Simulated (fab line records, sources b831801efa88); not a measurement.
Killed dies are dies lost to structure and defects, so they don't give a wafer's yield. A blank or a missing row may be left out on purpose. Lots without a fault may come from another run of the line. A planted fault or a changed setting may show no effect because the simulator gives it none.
A struck lot beside a sound one | flow sky130 | 15 steps out of a route of 708
Sound: wafers L933.1, L933.3, L933.4. Struck: wafers L936.3, L936.5. The cause comes at the end.
At each step with rows: each side's tool, then ch and its chambers, then its first start. Under that, the readings that differ: sound wafers | struck wafers | difference of the means | sigmas: that difference in standard deviations of wafers without a fault.
alike: readings whose means differ by less than 2 such deviations, and words and numbers that are the same on both sides. not compared: withheld readings, readings that some wafer has no value for, bounds like >300 that may hide the same value, and numbers for which the record gives no deviation and whose values overlap.
The two part at a step that has a row with sigmas, a row that says differs or no value, or rows on one side only. Numbers that don't overlap but have no deviation are shown without sigmas and don't part them. A reading that every wafer of one side lacks parts them only if that side has two wafers or more.

SKY_CONTACT_ETCH_17: etches SiO2 in C4F8/O2/Ar, stops on Si3N4, target depth 340 nm.
  sound on rie_diel-01 ch 1,2,3, day 35 23:23; struck on rie_diel-03 ch 0, day 36 15:19
  alike: oes_product_au
then, 1 step without rows for these wafers: SKY_CONTACT_ETCH_18 (etches Si3N4 in CHF3/O2, stops on TiN, time 39 s, target depth 75 nm).
SKY_CONTACT_STRIP_19: strips in O2/N2.
  sound on plasma_asher-01 ch 0,1, day 35 23:28; struck on plasma_asher-01 ch 0,1, day 36 15:26
  alike: drypump_motor_current_A, oes_product_au, strip_time_to_endpoint_s
  not compared: rf_hours_counter_h
then, 3 steps without rows for these wafers: SKY_CONTACT_STRIP_20 (strips in post etch residue remover, time 1200 s); SKY_CONTACT_CLEAN_21 (cleans in IPA, time 180 s); SKY_CONTACT_CLEAN_22 (cleans in O3/DIW).
SKY_CONTACT_SPUTTER_23: material TiN, target thk 20 nm, time 80 s.
  sound on pvd_sputter-02, day 36 00:04; struck on pvd_sputter-03, day 36 16:02
  alike: throttle_valve_pct
SKY_CONTACT_CVD_24: deposits W, target thk 340 nm, time 102.12 s.
  sound on cvd_w-02 ch 0,1, day 36 00:07; struck on cvd_w-01 ch 0,1, day 36 16:08
  alike: heater_power_w
SKY_CONTACT_RS_MEAS_25: measures by four-point-probe.
  sound on film_metro-01, day 36 00:14; struck on film_metro-01, day 36 16:15
  alike: CONTACT_W_RS
SKY_CONTACT_THK_MEAS_26: measures by xrf.
  sound on film_metro-01, day 36 00:21; struck on film_metro-01, day 36 16:21
  alike: CONTACT_W_THK
then, 2 steps without rows for these wafers: SKY_CONTACT_CMP_27 (polishes, stops on SiO2, t overpolish 15 s, target thk 0 nm); SKY_METAL1_SPUTTER_00 (material Ti, target thk 15 nm, time 10 s).
SKY_METAL1_SPUTTER_01: material TiN, target thk 20 nm, time 16.7 s.
  sound on pvd_sputter-02, day 36 00:44; struck on pvd_sputter-04, day 36 16:43
  reading                                    | sound           | struck      | difference | sigmas
  model.TiN_of_METAL1_SPUTTER_01.thk_nm (nm) | 19.76 19.8 19.9 | 21.71 21.79 | +1.93      |
  alike: throttle_valve_pct
SKY_METAL1_SPUTTER_02: material AlCu, target thk 250 nm, time 13.3 s.
  sound on pvd_sputter-02, day 36 00:46; struck on pvd_sputter-04, day 36 16:44
  alike: throttle_valve_pct
then, 1 step without rows for these wafers: SKY_PAD_OPEN_PROBE_99.

WHERE THEY PART
Nowhere in this record.

WHY: what the simulator had put in
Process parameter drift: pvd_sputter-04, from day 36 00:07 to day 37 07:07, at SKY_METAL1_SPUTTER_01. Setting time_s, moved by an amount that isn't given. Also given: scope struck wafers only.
